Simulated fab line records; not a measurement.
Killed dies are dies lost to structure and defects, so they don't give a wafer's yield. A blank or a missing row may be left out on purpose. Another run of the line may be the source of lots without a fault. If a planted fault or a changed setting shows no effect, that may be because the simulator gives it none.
Which tool is to blame? ; flow sky130 ; 12 lots, 36 wafers sampled, at 5 steps of a route of 708

WHAT THE GAUGES READ, wafer by wafer
Not one reading of a measure or inspect step in the record can be checked against a usual standard deviation.

WHAT TOOL EACH LOT RAN ON (gives the tool, then ch and the chambers of the sampled wafers, and finally the start)
lot;SKY_VIA1_ETCH_15;SKY_METAL2_SPUTTER_01;SKY_METAL2_COAT_10;SKY_VIA2_CMP_02;SKY_PAD_OPEN_PROBE_99
L985;rieDiel-04 ch 1,2, day 33 22:56;pvdSputter-04, day 34 00:16;lithoTrack-03 ch 0, day 34 13:00;cmp-01 ch 0,1,3, day 35 03:49;prober-02, day 45 17:40
L986;rieDiel-02 ch 1,3, day 34 10:05;pvdSputter-03, day 34 11:25;lithoTrack-03 ch 0, day 35 00:00;cmp-01 ch 0,3, day 35 15:18;-
L987;rieDiel-02 ch 1,2,3, day 34 13:31;pvdSputter-04, day 34 14:52;lithoTrack-03 ch 0, day 35 03:00;cmp-02 ch 2,3, day 35 18:27;-
L988;rieDiel-04 ch 0,1,3, day 35 06:44;pvdSputter-04, day 35 08:04;lithoTrack-04 ch 0, day 35 21:00;cmp-02 ch 0,1,3, day 36 11:48;-
L990;rieDiel-01 ch 0,3, day 35 18:59;pvdSputter-04, day 35 20:20;lithoTrack-03 ch 0, day 36 09:00;cmp-02 ch 1,2,3, day 36 23:47;-
L993;rieDiel-02 ch 0,1,2, day 37 09:29;pvdSputter-03, day 37 10:50;lithoTrack-02 ch 0, day 37 23:00;cmp-02 ch 0,2,3, day 38 13:56;prober-02, day 48 02:06
L996;rieDiel-04 ch 0,2, day 38 05:16;pvdSputter-03, day 38 06:38;lithoTrack-04 ch 0, day 38 19:00;cmp-02 ch 0,2,3, day 39 09:25;prober-01, day 48 18:14
L998;rieDiel-01 ch 0,2,3, day 39 06:49;pvdSputter-04, day 39 08:12;lithoTrack-03 ch 0, day 39 21:00;cmp-02 ch 0,3, day 40 10:37;prober-01, day 49 22:16
L101;rieDiel-02 ch 2,3, day 39 16:20;pvdSputter-03, day 39 17:59;lithoTrack-03 ch 0, day 40 05:00;cmp-01 ch 0,2,3, day 40 19:49;prober-02, day 50 00:25
L104;rieDiel-01 ch 1,2,3, day 40 02:47;pvdSputter-01, day 40 04:06;lithoTrack-02 ch 0, day 40 16:00;cmp-02 ch 1,3, day 41 05:02;-
L106;rieDiel-01 ch 0,1,2, day 41 02:23;pvdSputter-01, day 41 03:40;lithoTrack-04 ch 0, day 41 15:00;cmp-01 ch 0,2,3, day 42 04:38;-
L107;rieDiel-04 ch 2,3, day 41 16:02;pvdSputter-01, day 41 17:22;lithoTrack-04 ch 0, day 42 04:00;cmp-02 ch 0,2,3, day 42 16:48;-
- SKY_VIA1_ETCH_15: etches SiO2 in C4F8/O2/Ar, stops on TiN, target depth 351 nm, time 54 s.
- SKY_METAL2_SPUTTER_01: material TiN, target thk 20 nm, time 16.7 s.
- SKY_METAL2_COAT_10: resist thk 450 nm.
- SKY_VIA2_CMP_02: polishes SiO2.
- SKY_PAD_OPEN_PROBE_99

AS READ BY THE TOOLS THEMSELVES (means over the sampled wafers that have a number; for cases with no such wafer, the mark the record gives instead)
SKY_VIA1_ETCH_15.
lot;tool;oesProductAu (a.u.);rfFwdPowerW (W)
L985;rieDiel-04;0.978;1485
L986;rieDiel-02;0.983;1485
L987;rieDiel-02;0.981;1491
L988;rieDiel-04;0.979;1487
L990;rieDiel-01;0.985;1485
L993;rieDiel-02;0.986;1490
L996;rieDiel-04;0.985;1486
L998;rieDiel-01;0.985;1484
L101;rieDiel-02;0.979;1488
L104;rieDiel-01;0.987;1480
L106;rieDiel-01;0.979;1486
L107;rieDiel-04;0.987;1484

SKY_METAL2_SPUTTER_01.
lot;tool;cathodeDcPowerW (W);throttleValvePct (%)
L985;pvdSputter-04;6499.0;30.1
L986;pvdSputter-03;6500.2;30.5
L987;pvdSputter-04;6500.4;29.9
L988;pvdSputter-04;6500.6;29.3
L990;pvdSputter-04;6499.5;29.5
L993;pvdSputter-03;6501.1;29.9
L996;pvdSputter-03;6499.6;29.9
L998;pvdSputter-04;6499.6;30.5
L101;pvdSputter-03;6499.5;28.9
L104;pvdSputter-01;6499.8;30.2
L106;pvdSputter-01;6501.4;30.3
L107;pvdSputter-01;6500.4;30.6

SKY_METAL2_COAT_10.
lot;tool;spinSpeedRpm (rpm)
L985;lithoTrack-03;2999.3
L986;lithoTrack-03;2999.9
L987;lithoTrack-03;2864.3
L988;lithoTrack-04;3001.3
L990;lithoTrack-03;2865.3
L993;lithoTrack-02;2999.7
L996;lithoTrack-04;3000.1
L998;lithoTrack-03;2996.9
L101;lithoTrack-03;3000.3
L104;lithoTrack-02;2999.5
L106;lithoTrack-04;2998.2
L107;lithoTrack-04;2998.4

SKY_VIA2_CMP_02.
lot;tool;motorCurrentA (A)
L985;cmp-01;12.2
L986;cmp-01;11.8
L987;cmp-02;12.3
L988;cmp-02;11.5
L990;cmp-02;11.5
L993;cmp-02;11.8
L996;cmp-02;12.3
L998;cmp-02;12.2
L101;cmp-01;12.6
L104;cmp-02;10.5
L106;cmp-01;12.6
L107;cmp-02;12.3

SKY_PAD_OPEN_PROBE_99.
lot;tool;defectLimitedYield (%);killed_at_M0_to_M3;killed_at_M4_up;killedAtContacts;killedAtFrontEnd;killedAtOther;killedDies;killedOpen;killedShort;sort_bin_3_pad_short (%);sort_bin_5_function (%);sort_bin_6_memory (%);sortNPass;sortYieldPct (%)
L985;prober-02;82.9;39;3.7;24;17;0.0;84;45;39;0.9;9.6;6.5;408;82.9
L993;prober-02;82.3;41;3.7;26;16;0.7;87;46;41;0.9;9.8;7.0;405;82.3
L996;prober-01;84.0;38;3.7;20;17;0.0;79;40;39;0.7;9.3;6.0;413;84.0
L998;prober-01;81.6;49;3.3;25;13;0.0;90;50;40;0.7;10.3;7.3;402;81.6
L101;prober-02;81.4;49;4.7;22;16;0.3;91;49;42;0.5;11.1;6.9;401;81.4

THE ANSWER, worked out from the rows above alone
Rule: usual is defined by the lots themselves. The widest of any qualifying gaps counts: lots, ordered by their means at a reading, are off when they make up no more than a third of the lots, leave a main group of 4 or more, and stand apart from it by 3 or more times the standard deviation of that group's means. Not used: any main group whose means are identical at the precision the tables above print for the reading. A lot without any number at a reading at which 4 lots or more have one is off too. Any other lot the step has rows for is counted as sound. Order of review: gauges by route order, followed by the tools' own readings, for which a lot's mean as printed above is used. At the first step where some lot is off, the reading lying furthest off is the one used; lots without a number count as furthest.
Off: L987, L990 (SKY_METAL2_COAT_10, spinSpeedRpm). Mean 2999.4 rpm and standard deviation 1.2 in the main group.
A tool fits if, at that step or a process step before it, it ran every lot that is off, and no sound lot after the first of them. Not one of the candidates tried fits.

WHAT THE SIMULATOR HAD INSERTED
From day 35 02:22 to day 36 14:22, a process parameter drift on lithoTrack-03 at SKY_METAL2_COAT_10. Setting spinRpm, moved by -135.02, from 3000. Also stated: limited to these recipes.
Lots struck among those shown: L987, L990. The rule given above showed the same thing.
